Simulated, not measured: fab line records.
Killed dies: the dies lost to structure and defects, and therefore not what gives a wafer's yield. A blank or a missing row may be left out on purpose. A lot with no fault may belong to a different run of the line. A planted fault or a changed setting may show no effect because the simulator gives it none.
The tool behind it: which one? -- flow gf180mcu -- 13 lots (39 wafers sampled), 1 step of a 602-step route

WHAT THE GAUGES READ, wafer by wafer
GF_V4_OVL_MEAS_15.
lot,measured,on,V4_OVL (nm)
L257,day 25 03:33,overlay-01,0 -2 -4
L259,day 26 02:23,overlay-02,4 -2 6
L260,day 26 05:51,overlay-02,-4 -6 -4
L261,day 26 13:11,overlay-02,7 -2 3
L268,day 28 14:21,overlay-01,6 9 4
L269,day 29 00:58,overlay-01,0 -3 1
L271,day 29 15:11,overlay-01,13 -1 6
L272,day 29 17:55,overlay-02,10 4 3
L273,day 30 10:53,overlay-01,-3 1 4
L275,day 30 17:52,overlay-01,2 -7 1
L276,day 30 19:20,overlay-02,5 13 7
L277,day 31 03:23,overlay-02,7 3 1
L278,day 31 09:47,overlay-02,-4 -3 -5

WHICH TOOL RAN EACH LOT (tool, then ch and the chambers of the sampled wafers, then the start)
Record: no process step prior to these readings.

WHAT THE TOOLS THEMSELVES READ (means of the sampled wafers that have a number; where no wafer has one, the mark that the record gives instead)
The record holds no such reading with a usual standard deviation.

THE ANSWER, worked out from the rows above alone
Rule: the usual values come from the lots themselves. The widest of any qualifying gaps counts: lots, ordered by their means at a reading, are off when they make up no more than a third of the lots, leave a main group of 4 or more, and stand apart from it by 3 or more times the standard deviation of that group's means. If all means in a main group match to the digits the tables above print for the reading, that group is not used. A lot without any number at a reading at which 4 lots or more have one is off too. All remaining lots with rows at the step are treated as sound. First the gauges in route order, then the tools' own readings, where a lot's mean is used as printed above. At the first step where some lot is off, the reading lying furthest off is the one used; lots without a number count as furthest.
Across all readings shown, no lot is off: no conclusion can be drawn from this.

WHAT THE SIMULATOR HAD PUT IN
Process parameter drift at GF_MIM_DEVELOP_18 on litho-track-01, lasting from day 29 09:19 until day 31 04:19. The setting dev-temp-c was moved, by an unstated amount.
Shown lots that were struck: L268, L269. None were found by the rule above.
